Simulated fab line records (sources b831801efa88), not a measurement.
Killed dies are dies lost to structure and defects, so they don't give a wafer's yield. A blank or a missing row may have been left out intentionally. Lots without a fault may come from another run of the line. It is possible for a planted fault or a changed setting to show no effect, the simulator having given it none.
fab line records ; flow sky130
record: lots: 5; wafers: 15; lastDay: 50
route steps=708 shown VIA2@521 METAL3@532 PAD_OPEN@708
lots that met no fault: taken from a fault-free run of the same line
startH: hours from the record's first day to the start of the lot's first wafer shown ; waitH: hours since the lot's step before ; " repeats the value in the row above ; L1.1+2: a row that stands for several wafers ; - no value, or no start given ; * or withheld: withheld ; < > ~ a bound
route shown NAME@n: NAME is a module with steps in the file, n the number in the route of the first one ; usual: average and standard deviation across the fault-free wafers ; same: alike in all rows ; chamber/n: place in a boat ; sites: readings site by site ; _std_site: the standard deviation of these ; _edge_site: mean of outer sites minus mean of inner sites ; radiusMm: for every site, how far away it sits from the centre of the wafer ; mask NAME#n: copy n ; behind: the tool/chamber that last shaped the wafer ; hold: reason for holding the lot/hours on hold/outcome of the hold ; device: which transistor (n, p or np) failed to switch ; end of line: the route-end tests of the same wafers ; a step without rows: its recipe alone ; killed: count of dies lost to structure and defects at first sort (not the wafer's yield) ; map: a wafer's dies, marking killed ones x, the rest . and places with no die _
set.NAME: the setting as run; set.NAME@STEP: as run at that earlier step ; model.NAME: the simulator's own value behind a step, which no gauge read
lots seen at some steps along the route; tables by step, rows by wafer
services: when a tool's chamber went out of use (startH, in hours from the record's first day, below 0 if earlier), for how many hours, and the reason
== steps ==
step: SKY_VIA2_ETCH_14
recipe: chemistry: N2/H2; target: BARC; ionEnergyEv: 200; sourceW: 500; biasW: 100; pressureMtorr: 30; n2FlowSccm: 100; h2FlowSccm: 200; stopOn: SiO2; timeS: 45.9; targetDepthA: 600
usual: biasW: 100.0/0.32; drypumpMotorCurrentA: 5.5/0.46; oesProductAu: 0.854/0.0046; throttleValvePct: 13.224/0.0094
lot.wafer;tool;chamber;startH;waitH;biasW;drypumpMotorCurrentA;oesProductAu;rfHoursCounterH;throttleValvePct
L156.1;rieDiel-03;0;879.22;0.0;100.0;6.2;0.852;4;13.224
L156.3;rieDiel-03;1;879.22;0.0;100.3;4.8;0.856;20;13.228
L156.6;rieDiel-03;3;879.22;0.0;99.8;5.3;0.849;-;13.226
L165.2;rieDiel-04;2;944.04;0.0;99.7;5.1;0.860;18;13.206
L165.3;rieDiel-04;0;944.04;0.0;99.7;5.0;0.856;8;13.226
L165.5;rieDiel-04;3;944.04;0.0;100.1;5.5;0.859;-;13.220
L171.1;rieDiel-04;2;986.04;0.0;100.1;5.2;0.856;20;13.219
L171.3;rieDiel-04;3;986.04;0.0;100.4;5.4;0.859;10;13.224
L171.5;rieDiel-04;3;986.04;0.0;100.0;5.4;0.846;-;13.245
L173.2;rieDiel-04;2;1003.47;0.0;100.3;5.2;0.847;20;13.235
L173.3;rieDiel-04;3;1003.47;0.0;99.8;5.5;0.841;10;13.233
L173.6;rieDiel-04;3;1003.47;0.0;100.3;5.5;0.855;-;13.238
L175.1;rieDiel-02;3;1009.02;0.0;100.0;5.0;0.854;3;13.219
L175.4;rieDiel-02;1;1009.02;0.0;100.3;5.9;0.865;8;13.230
L175.5;rieDiel-02;1;1009.02;0.0;100.0;5.9;0.852;-;13.215
step: SKY_VIA2_ETCH_15
recipe: target: SiO2; chemistry: C4F8/O2/Ar; targetDepthNm: 546; stopOn: TiN; maskMaterial: KrF-thick; sourceW: 1500; biasW: 1200; pressureMtorr: 40; c4f8FlowSccm: withheld; O2_flow_sccm: 6; Ar_flow_sccm: 300; timeS: 84
step: SKY_VIA2_STRIP_16
recipe: chemistry: O2/N2; powerW: 1400; pressureMtorr: 1500; platenTempC: withheld; o2FlowSccm: 3000; n2FlowSccm: 300; overashFraction: 0.5
step: SKY_VIA2_STRIP_17
recipe: chemistry: postEtchResidueRemover; timeS: 1200; tempC: 72.5
step: SKY_VIA2_CLEAN_18
recipe: chemistry: IPA; timeS: 180; tempC: 25
step: SKY_VIA2_CLEAN_19
recipe: chemistry: O3/DIW; dry: n2Spin
step: SKY_VIA2_SPUTTER_20
recipe: material: TiN; targetThkNm: 20; chamberPressurePa: 5; powerW: 4000; timeS: 80
usual: chamberPressurePa: 5.000/0.01; throttleValvePct: 30.1/0.85
lot.wafer;tool;chamber;startH;waitH;chamberPressurePa;throttleValvePct
L156.1;pvdSputter-01;-;879.92;0.0;5.004;31.4
L156.3;pvdSputter-01;-;879.92;0.0;5.006;30.1
L156.6;pvdSputter-01;-;879.92;0.0;5.004;31.3
L165.2;pvdSputter-03;-;944.77;0.0;5.003;31.2
L165.3;pvdSputter-03;-;944.77;0.0;5.016;29.8
L165.5;pvdSputter-03;-;944.77;0.0;5.003;31.2
L171.1;pvdSputter-03;-;986.77;0.0;4.988;30.4
L171.3;pvdSputter-03;-;986.77;0.0;5.017;30.3
L171.5;pvdSputter-03;-;986.77;0.0;5.004;30.0
L173.2;pvdSputter-03;-;1004.21;0.0;5.008;31.2
L173.3;pvdSputter-03;-;1004.21;0.0;4.987;29.9
L173.6;pvdSputter-03;-;1004.21;0.0;5.022;31.5
L175.1;pvdSputter-03;-;1009.75;0.0;5.021;29.7
L175.4;pvdSputter-03;-;1009.75;0.0;4.995;30.5
L175.5;pvdSputter-03;-;1009.75;0.0;5.015;30.4
step: SKY_VIA2_CVD_21
recipe: material: W; targetThkNm: 420; timeS: 126.4; tempC: 400; pressureTorr: 40
usual: heaterPowerOuterW: 504/22; heaterPowerW: 829/33; susceptorTempC: 399.98/0.24
lot.wafer;tool;chamber;startH;waitH;heaterPowerOuterW;heaterPowerW;susceptorTempC
L156.1;cvdW-02;1;879.98;0.0;492;785;400.19
L156.3;cvdW-02;1;879.98;0.0;484;781;399.98
L156.6;cvdW-02;1;879.98;0.0;477;820;399.79
L165.2;cvdW-02;0;944.83;0.0;477;836;400.18
L165.3;cvdW-02;0;944.83;0.0;485;830;399.85
L165.5;cvdW-02;0;944.83;0.0;493;810;400.19
L171.1;cvdW-02;0;986.83;0.0;486;809;399.91
L171.3;cvdW-02;1;986.83;0.0;488;802;400.13
L171.5;cvdW-02;1;986.83;0.0;494;807;400.32
L173.2;cvdW-01;0;1004.27;0.0;533;878;399.72
L173.3;cvdW-01;0;1004.27;0.0;536;868;400.16
L173.6;cvdW-01;0;1004.27;0.0;520;874;400.05
L175.1;cvdW-01;1;1009.81;0.0;509;817;399.71
L175.4;cvdW-01;1;1009.81;0.0;498;806;399.68
L175.5;cvdW-01;1;1009.81;0.0;509;810;399.45
step: SKY_VIA2_RS_MEAS_22
recipe: thkMeasGauge: four-point-probe; reads: W_of_VIA2_CVD_21+TiN_of_VIA2_SPUTTER_20
usual: VIA2_W_RS: 0.276/0.0043
lot.wafer;tool;chamber;startH;waitH;VIA2_W_RS[ohm/sq]
L156.1;filmMetro-03;-;880.11;0.1;0.271
L156.3;filmMetro-03;-;880.11;0.1;0.270
L156.6;filmMetro-03;-;880.11;0.1;0.274
L165.2;filmMetro-01;-;944.98;0.1;0.281
L165.3;filmMetro-01;-;944.98;0.1;0.280
L165.5;filmMetro-01;-;944.98;0.1;0.281
L171.1;filmMetro-03;-;986.97;0.1;0.276
L171.3;filmMetro-03;-;986.97;0.1;0.272
L171.5;filmMetro-03;-;986.97;0.1;0.273
L173.2;filmMetro-03;-;1004.42;0.1;0.272
L173.3;filmMetro-03;-;1004.42;0.1;0.273
L173.6;filmMetro-03;-;1004.42;0.1;0.271
L175.1;filmMetro-02;-;1009.94;0.1;0.278
L175.4;filmMetro-02;-;1009.94;0.1;0.280
L175.5;filmMetro-02;-;1009.94;0.1;0.278
step: SKY_VIA2_THK_MEAS_23
recipe: thkMeasGauge: xrf; reads: W_of_VIA2_CVD_21
usual: VIA2_W_THK: 434/7.6
lot.wafer;tool;chamber;startH;waitH;VIA2_W_THK[nm]
L156.1;filmMetro-03;-;880.23;0.1;445
L156.3;filmMetro-03;-;880.23;0.1;446
L156.6;filmMetro-03;-;880.23;0.1;436
L165.2;filmMetro-01;-;945.09;0.1;422
L165.3;filmMetro-01;-;945.09;0.1;422
L165.5;filmMetro-01;-;945.09;0.1;419
L171.1;filmMetro-03;-;987.09;0.1;437
L171.3;filmMetro-03;-;987.09;0.1;445
L171.5;filmMetro-03;-;987.09;0.1;443
L173.2;filmMetro-03;-;1004.53;0.1;443
L173.3;filmMetro-03;-;1004.53;0.1;442
L173.6;filmMetro-03;-;1004.53;0.1;448
L175.1;filmMetro-02;-;1010.06;0.1;421
L175.4;filmMetro-02;-;1010.06;0.1;422
L175.5;filmMetro-02;-;1010.06;0.1;422
step: SKY_VIA2_CMP_24
recipe: stopOn: SiO2; tOverpolishS: 20; downForcePsi: 3.5; platenRpm: 60; targetThkNm: 0; padVelocityMS: 0.94248
step: SKY_METAL3_SPUTTER_00
recipe: material: Ti; targetThkNm: 15; powerW: 2917; timeS: 10; chamberPressurePa: 0.4
usual: chamberPressurePa: 0.4000/0.00082; throttleValvePct: 30.2/0.79
lot.wafer;tool;chamber;startH;waitH;chamberPressurePa;throttleValvePct
L156.1;pvdSputter-04;-;880.59;0.2;0.3992;29.8
L156.3;pvdSputter-04;-;880.59;0.2;0.3997;31.5
L156.6;pvdSputter-04;-;880.59;0.2;0.4005;30.7
L165.2;pvdSputter-04;-;945.44;0.1;0.4006;31.4
L165.3;pvdSputter-04;-;945.44;0.1;0.3996;29.9
L165.5;pvdSputter-04;-;945.44;0.1;0.4008;30.4
L171.1;pvdSputter-01;-;987.81;0.2;0.4003;31.2
L171.3;pvdSputter-01;-;987.81;0.2;0.4011;28.9
L171.5;pvdSputter-01;-;987.81;0.2;0.4010;29.0
L173.2;pvdSputter-02;-;1004.88;0.2;0.4011;30.2
L173.3;pvdSputter-02;-;1004.88;0.2;0.4002;30.0
L173.6;pvdSputter-02;-;1004.88;0.2;0.4013;30.0
L175.1;pvdSputter-02;-;1010.42;0.2;0.4013;30.1
L175.4;pvdSputter-02;-;1010.42;0.2;0.4005;30.0
L175.5;pvdSputter-02;-;1010.42;0.2;0.4008;30.4
step: SKY_METAL3_SPUTTER_01
recipe: material: TiN; targetThkNm: 20; powerW: 6500; timeS: 16.7; chamberPressurePa: 0.4
usual: chamberPressurePa: 0.4000/0.00077; throttleValvePct: 30.2/0.81
lot.wafer;tool;chamber;startH;waitH;chamberPressurePa;throttleValvePct
L156.1;pvdSputter-04;-;880.61;0.0;0.3994;30.0
L156.3;pvdSputter-04;-;880.61;0.0;0.4013;31.6
L156.6;pvdSputter-04;-;880.61;0.0;0.4000;30.7
L165.2;pvdSputter-04;-;945.46;0.0;0.3996;31.2
L165.3;pvdSputter-04;-;945.46;0.0;0.4012;29.6
L165.5;pvdSputter-04;-;945.46;0.0;0.4224;29.8
L171.1;pvdSputter-01;-;987.83;0.0;0.3982;31.3
L171.3;pvdSputter-01;-;987.83;0.0;0.4000;29.3
L171.5;pvdSputter-01;-;987.83;0.0;0.4003;29.2
L173.2;pvdSputter-02;-;1004.90;0.0;0.4002;30.3
L173.3;pvdSputter-02;-;1004.90;0.0;0.4000;29.6
L173.6;pvdSputter-02;-;1004.90;0.0;0.4003;30.2
L175.1;pvdSputter-02;-;1010.44;0.0;0.4010;30.1
L175.4;pvdSputter-02;-;1010.44;0.0;0.4008;29.8
L175.5;pvdSputter-02;-;1010.44;0.0;0.3992;30.4
step: SKY_METAL3_SPUTTER_02
recipe: material: AlCu; targetThkNm: 735; powerW: 10600; timeS: 39.1; chamberPressurePa: 0.4
usual: chamberPressurePa: 0.4000/0.00088; throttleValvePct: 30.2/0.81
lot.wafer;tool;chamber;startH;waitH;chamberPressurePa;throttleValvePct
L156.1;pvdSputter-04;-;880.64;0.0;0.4000;29.8
L156.3;pvdSputter-04;-;880.64;0.0;0.4006;31.4
L156.6;pvdSputter-04;-;880.64;0.0;0.4004;30.6
L165.2;pvdSputter-04;-;945.49;0.0;0.3999;31.2
L165.3;pvdSputter-04;-;945.49;0.0;0.3995;29.8
L165.5;pvdSputter-04;-;945.49;0.0;0.4009;30.6
L171.1;pvdSputter-01;-;987.86;0.0;0.4004;31.3
L171.3;pvdSputter-01;-;987.86;0.0;0.3997;29.1
L171.5;pvdSputter-01;-;987.86;0.0;0.3994;29.1
L173.2;pvdSputter-02;-;1004.93;0.0;0.4004;30.4
L173.3;pvdSputter-02;-;1004.93;0.0;0.3998;30.0
L173.6;pvdSputter-02;-;1004.93;0.0;0.4016;30.5
L175.1;pvdSputter-02;-;1010.47;0.0;0.4009;30.3
L175.4;pvdSputter-02;-;1010.47;0.0;0.3992;29.7
L175.5;pvdSputter-02;-;1010.47;0.0;0.4004;30.4
step: SKY_PAD_OPEN_PROBE_99
usual: defectLimitedYield: 82.6/2.1; killed_at_M0_to_M3: 42/7.6; killed_at_M4_up: 3.4/2; killedAtContacts: 24/5.9; killedAtFrontEnd: 16/4.5; killedDies: 86/10; killedOpen: 47/7.6; killedShort: 39/6.7; sort_bin_3_pad_short: 0.9/0.42; sort_bin_5_function: 10.3/1.7; sort_bin_6_memory: 6.2/1.2; sortNPass: 406/10; sortYieldPct: 82.6/2.1
same: grossDies: 492; killedAtBackSide: 0; killedAtOther: 0; sort_bin_4_leakage[%]: 0; sort_bin_8_speed[%]: 0
lot.wafer;tool;chamber;startH;waitH;defectLimitedYield[%];killed_at_M0_to_M3;killed_at_M4_up;killedAtContacts;killedAtFrontEnd;killedDies;killedOpen;killedShort;sort_bin_3_pad_short[%];sort_bin_5_function[%];sort_bin_6_memory[%];sortNPass;sortYieldPct[%]
L156.1;prober-02;-;1102.68;0.1;84.6;41;2;16;17;76;46;29;0.4;9.1;5.9;416;84.6
L156.3;prober-02;-;1102.78;0.2;79.3;57;4;30;11;102;47;55;2.0;12.4;6.3;390;79.3
L156.6;prober-02;-;1102.93;0.2;85.4;33;0;23;16;72;43;29;0.4;7.5;6.7;420;85.4
L165.2;prober-02;-;1151.03;0.1;82.1;47;4;24;13;88;38;50;0.6;10.6;6.7;404;82.1
L165.3;prober-02;-;1151.08;0.2;82.5;35;9;25;17;86;47;39;0.8;9.6;7.1;406;82.5
L165.5;prober-02;-;1151.18;0.2;81.7;37;6;29;18;90;54;36;2.0;10.0;6.3;402;81.7
L171.1;prober-02;-;1183.08;0.1;86.2;35;0;18;15;68;34;34;0.8;9.1;3.9;424;86.2
L171.3;prober-02;-;1183.18;0.2;84.6;37;0;14;25;76;40;36;0.4;8.7;6.3;416;84.6
L171.5;prober-02;-;1183.28;0.2;86.2;28;2;16;22;68;38;30;1.2;8.3;4.3;424;86.2
L173.2;prober-02;-;1193.63;0.1;82.1;48;0;28;12;88;47;41;0.4;11.8;5.7;404;82.1
L173.3;prober-02;-;1193.68;0.2;81.9;51;5;17;16;89;44;45;1.0;10.4;6.7;403;81.9
L173.6;prober-02;-;1193.83;0.2;81.9;40;5;22;22;89;49;40;0.6;11.8;5.7;403;81.9
L175.1;prober-02;-;1200.87;1.9;84.1;50;1;17;10;78;42;36;0.6;9.1;6.1;414;84.1
L175.4;prober-02;-;1201.02;2.0;81.3;33;5;40;14;92;48;44;0.6;10.6;7.5;400;81.3
L175.5;prober-02;-;1201.07;2.1;84.8;42;1;19;13;75;45;30;0.6;8.7;5.9;417;84.8
killed by level:class
L156.1 VIA1:geometricParticle:open=10 VIA2:geometricParticle:open=7 VIA3:geometricParticle:open=6 CONTACT:geometricParticle:open=5 METAL2:geometricParticle:short=5 LI_CONTACT:geometricParticle:open=4 METAL1:geometricParticle:short=4 FIELD_ISO:geometricParticle:short=3
L156.3 VIA1:geometricParticle:open=17 VIA1:geometricParticle:short=10 LI_CONTACT:geometricParticle:short=7 LOCAL_INTERCONNECT:geometricParticle:short=7 CONTACT:geometricParticle:short=6 VIA2:geometricParticle:open=6 VIA3:geometricParticle:open=5 FIELD_ISO:geometricParticle:short=4
L156.6 CONTACT:geometricParticle:open=10 VIA1:geometricParticle:open=10 FIELD_ISO:geometricParticle:open=6 LI_CONTACT:geometricParticle:open=6 FIELD_ISO:geometricParticle:short=5 METAL2:geometricParticle:short=5 VIA3:geometricParticle:open=5 LOCAL_INTERCONNECT:geometricParticle:short=4
L165.2 VIA2:geometricParticle:open=9 VIA1:geometricParticle:open=9 VIA1:geometricParticle:short=8 METAL2:geometricParticle:short=8 LOCAL_INTERCONNECT:geometricParticle:short=7 LI_CONTACT:geometricParticle:open=6 FIELD_ISO:geometricParticle:short=5 METAL1:geometricParticle:short=5
L165.3 CONTACT:geometricParticle:open=12 VIA1:geometricParticle:open=9 VIA3:geometricParticle:open=7 POLY_GATE:geometricParticle:short=6 LI_CONTACT:geometricParticle:open=6 METAL4:geometricParticle:short=6 FIELD_ISO:geometricParticle:open=4 METAL2:geometricParticle:short=4
L165.5 CONTACT:geometricParticle:open=14 VIA1:geometricParticle:open=10 VIA2:geometricParticle:open=9 CONTACT:geometricParticle:short=7 VIA3:geometricParticle:open=6 POLY_GATE:geometricParticle:short=4 VIA1:geometricParticle:short=4 METAL4:geometricParticle:short=4
L171.1 VIA1:geometricParticle:open=10 POLY_GATE:geometricParticle:short=5 LOCAL_INTERCONNECT:geometricParticle:short=5 METAL1:geometricParticle:short=5 FIELD_ISO:geometricParticle:open=4 LI_CONTACT:geometricParticle:open=4 VIA3:geometricParticle:open=4 VIA1:geometricParticle:short=4
L171.3 VIA1:geometricParticle:open=8 POLY_GATE:geometricParticle:short=6 FIELD_ISO:geometricParticle:short=5 FIELD_ISO:geometricParticle:open=5 POLY_GATE:geometricParticle:open=5 METAL2:geometricParticle:open=5 VIA3:geometricParticle:short=4 CONTACT:geometricParticle:open=4
L171.5 VIA2:geometricParticle:open=7 POLY_GATE:geometricParticle:open=6 LI_CONTACT:geometricParticle:open=6 CONTACT:geometricParticle:open=5 SPACER:geometricParticle:short=4 VIA1:geometricParticle:open=4 VIA3:geometricParticle:short=4 FIELD_ISO:geometricParticle:open=3
L173.2 LI_CONTACT:geometricParticle:open=12 VIA1:geometricParticle:open=11 METAL1:geometricParticle:short=11 VIA3:geometricParticle:open=8 LOCAL_INTERCONNECT:geometricParticle:short=5 VIA1:geometricParticle:short=5 FIELD_ISO:geometricParticle:open=4 POLY_GATE:geometricParticle:short=4
L173.3 CONTACT:geometricParticle:open=11 VIA1:geometricParticle:open=10 VIA3:geometricParticle:open=9 FIELD_ISO:geometricParticle:short=7 METAL1:geometricParticle:short=7 METAL2:geometricParticle:short=7 VIA1:geometricParticle:short=4 VIA3:geometricParticle:short=4
L173.6 VIA1:geometricParticle:open=11 LI_CONTACT:geometricParticle:open=10 METAL1:geometricParticle:short=9 FIELD_ISO:geometricParticle:short=7 VIA3:geometricParticle:open=7 CONTACT:geometricParticle:open=6 METAL2:geometricParticle:short=6 POLY_GATE:geometricParticle:open=5
L175.1 VIA3:geometricParticle:open=9 CONTACT:geometricParticle:open=9 VIA1:geometricParticle:open=8 METAL2:geometricParticle:short=7 VIA2:geometricParticle:short=5 LOCAL_INTERCONNECT:geometricParticle:short=4 VIA1:geometricParticle:short=4 METAL1:geometricParticle:short=4
L175.4 CONTACT:geometricParticle:open=16 LOCAL_INTERCONNECT:geometricParticle:short=8 VIA1:geometricParticle:open=8 FIELD_ISO:geometricParticle:short=7 CONTACT:geometricParticle:short=6 LI_CONTACT:geometricParticle:open=5 VIA2:geometricParticle:open=5 METAL4:geometricParticle:short=4
L175.5 VIA1:geometricParticle:open=11 CONTACT:geometricParticle:open=10 VIA3:geometricParticle:open=8 VIA2:geometricParticle:open=6 METAL3:geometricParticle:short=5 LI_CONTACT:geometricParticle:open=4 VIA1:geometricParticle:short=4 FIELD_ISO:geometricParticle:open=3
== services ==
tool;chamber;startH;hours;kind
rieDiel-04;1;856.11;-;clean
rieDiel-04;1;856.11;19.5;scheduledDown
rieDiel-04;1;856.11;19.5;ventCycle
rieDiel-03;-;857.40;9.0;repair
cvdW-02;-;857.63;0.6;repair
rieDiel-03;2;875.74;21.6;repair
rieDiel-03;-;877.02;0.2;repair
rieDiel-02;2;884.86;2.3;repair
pvdSputter-03;-;888.76;3.9;repair
rieDiel-02;3;894.85;-;clean
rieDiel-02;3;894.85;22.6;scheduledDown
cvdW-01;-;904.00;14.0;pm
cvdW-01;0;904.00;14.0;ventCycle
cvdW-01;1;904.00;14.0;ventCycle
cvdW-01;0;918.00;-;clean
cvdW-01;1;918.00;-;clean
rieDiel-03;-;923.93;19.5;repair
cvdW-01;1;924.39;6.7;repair
rieDiel-04;3;926.95;2.6;repair
pvdSputter-01;-;932.96;5.0;repair
rieDiel-02;1;938.01;9.5;repair
pvdSputter-01;-;941.20;2.6;repair
rieDiel-03;-;942.36;2.3;repair
pvdSputter-04;-;988.66;1.4;repair
== key ==
firstSign: step: SKY_METAL3_SPUTTER_01; reading: chamberPressurePa; direction: up; sigmas: 29; usual: 0.4000; struck: 0.4224
effect none on later readings
metAt SKY_METAL3_SPUTTER_01
struckWafers L165.5
onsetBetween 880.61 945.46
fault: kind: processParameterDrift; tool: pvdSputter-04; chamber: -; onsetH: 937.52; steps: SKY_METAL3_SPUTTER_01; channel: chamberPressurePa; offset: 0.021107; shape: step; endH: 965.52; actsIn: theseRecipesOnly; stated: 0.4; scope: struckWafersOnly
